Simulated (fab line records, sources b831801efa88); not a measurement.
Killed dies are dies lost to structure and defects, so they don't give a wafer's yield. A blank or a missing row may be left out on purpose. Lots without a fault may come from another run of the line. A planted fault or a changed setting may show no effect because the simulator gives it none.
Which tool did it? | flow sky130 | 13 lots, 38 wafers sampled, at 2 steps of a route of 708

WHAT THE GAUGES READ, wafer by wafer
SKY_METAL2_THK_MEAS_06: measures by xrf.
lot  | measured     | on            | METAL2_ALCU_THK (nm)
L591 | day 34 01:42 | film_metro-03 | 249 251 252
L594 | day 35 10:57 | film_metro-03 | 253 254 248
L595 | day 36 03:07 | film_metro-01 | 258 258 255
L597 | day 36 09:02 | film_metro-01 | 253 252 251
L598 | day 36 19:21 | film_metro-01 | 255 256 257
L599 | day 37 05:16 | film_metro-03 | 250 255 254
L600 | day 37 12:59 | film_metro-03 | 252 251
L601 | day 37 14:20 | film_metro-01 | 257 257 257
L602 | day 38 10:28 | film_metro-04 | 254 252 250
L603 | day 38 11:18 | film_metro-04 | 251 248 248
L611 | day 40 12:06 | film_metro-01 | 255 261 260
L612 | day 40 17:05 | film_metro-04 | 255 255 253
L614 | day 41 10:50 | film_metro-04 | 259 255 257

SKY_VIA2_BOW_MEAS_03.
lot  | measured     | on            | VIA2_BOW (um)
L591 | day 35 06:08 | film_metro-03 | 81 81 86
L594 | day 36 14:46 | film_metro-01 | 82 74 75
L595 | day 37 06:22 | film_metro-03 | 84 77 82
L597 | day 37 12:22 | film_metro-01 | 99 95 76
L598 | day 37 22:30 | film_metro-02 | 87 85 86
L599 | day 38 08:53 | film_metro-03 | 75 78 74
L600 | day 38 15:55 | film_metro-01 | 86 89
L601 | day 38 17:54 | film_metro-02 | 89 89 85
L602 | day 39 13:01 | film_metro-02 | 81 85 92
L603 | day 39 13:54 | film_metro-02 | 89 101 95
L611 | day 41 13:11 | film_metro-02 | 79 81 84
L612 | day 41 19:09 | film_metro-02 | 90 98 99
L614 | day 42 10:49 | film_metro-03 | 77 82 81

WHICH TOOL RAN EACH LOT (tool, then ch and the chambers of the sampled wafers, then the start)
The record holds no process step before these readings.

WHAT THE TOOLS THEMSELVES READ (means of the sampled wafers that have a number; where no wafer has one, the mark that the record gives instead)
The record holds no such reading with a usual standard deviation.

THE ANSWER, worked out from the rows above alone
Rule: what is usual is taken from the lots themselves. Put in order of their means at a reading, lots are off if they are a third of the lots or fewer, leave a main group of 4 or more, and stand apart from it by a gap of 3 or more times the standard deviation of the main group's means; of several such gaps the widest counts. A main group whose means are all the same, to the digits that the tables above print for the reading, isn't used. A lot without any number at a reading at which 4 lots or more have one is off too. The other lots that the step has rows for count as sound. The gauges are gone through in route order, then the tools' own readings, and for those a lot's mean is taken as printed above. The first step at which some lot is off is used, and at that step the reading that is off furthest; a lot without a number counts as furthest.
No lot is off at any reading shown: from this, nothing can be told.

WHAT THE SIMULATOR HAD PUT IN
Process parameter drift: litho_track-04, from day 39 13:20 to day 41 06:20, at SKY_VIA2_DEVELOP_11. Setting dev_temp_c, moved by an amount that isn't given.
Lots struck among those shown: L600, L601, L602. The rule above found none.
